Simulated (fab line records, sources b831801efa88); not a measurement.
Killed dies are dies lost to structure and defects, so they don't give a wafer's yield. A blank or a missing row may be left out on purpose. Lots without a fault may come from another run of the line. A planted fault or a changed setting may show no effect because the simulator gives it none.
Problem report in the 8D (eight disciplines) form, filled by code | flow gf180mcu | the parts of the form that need people (team, actions taken, sign-off) are left out

1. THE PROBLEM
developer_temp_C at GF_HV_LDD_DEVELOP_06 reads a mean of 20.67 C on 6 wafers of 2 lots; wafers without a fault read 23.00 C with a standard deviation of 0.1. That is -23 standard deviations from the usual mean.
The step: develop time 60 s.
First seen on wafer L197.1, day 13 05:56, on litho_track-03. The record holds 39 wafers of 13 lots with a number at this step. Rule for "out", or "out of limits": more than 4 standard deviations from the usual mean. The other wafers with a number count as sound.

2. WHAT IT IS AND WHAT IT IS NOT
question                    | is                     | is not
which readings at this step | developer_temp_C       | resist_line_temp_C
which lots                  | L197, L200             | L187, L188, L189, L190, L191, L192, L193, L196, L203, L204, L209
which wafers of those lots  | all that have a number | -
read on which tools         | litho_track-03         | litho_track-01, litho_track-04
when                        | from day 13 05:56      | up to then (24 sound wafers); but 9 sound wafers of L203, L204, L209 came after

3. SUSPECTS, AND WHAT RULES EACH OUT
Counting: a tool at a process step up to the reading stays a suspect if it ran every lot that is out and no sound lot after the first of them.
- litho_track-03 at GF_HV_LDD_DEVELOP_06 (develop time 60 s): ruled out as a lasting fault. Sound lots L209 ran on it after its first lot that is out, L197 (day 13 05:56).
Left after counting: nothing in the record.

4. THE CAUSE (what the simulator had put in)
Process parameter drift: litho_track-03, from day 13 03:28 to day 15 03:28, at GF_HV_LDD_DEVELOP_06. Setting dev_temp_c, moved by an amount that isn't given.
Counting ruled it out, wrongly.

5. THE CHAIN OF EFFECTS, in route order
Each row: a reading whose mean over the struck wafers that have a number lies more than 3 standard deviations from the usual. Only readings for which the record gives a usual standard deviation are gone through. hours: the time from each lot's start at the first step in this table that gives one to its start at this step, as a median over the lots. sigmas: the change in usual standard deviations.
hours | step                 | reading          | usual    | on struck wafers | change | sigmas
0     | GF_HV_LDD_DEVELOP_06 | developer_temp_C | 23.00 C  | 20.67            | -2.33  | -23
0     | GF_HV_LDD_CD_MEAS_07 | cd_nm            | 399.9 nm | 406.6            | +6.7   | +3.1
The process steps in it:
- GF_HV_LDD_DEVELOP_06: develop time 60 s.

6. WHAT WOULD HAVE CAUGHT IT SOONER
In this record the first reading out of limits was taken at day 13 05:56, 2 hours after the fault began at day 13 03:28.
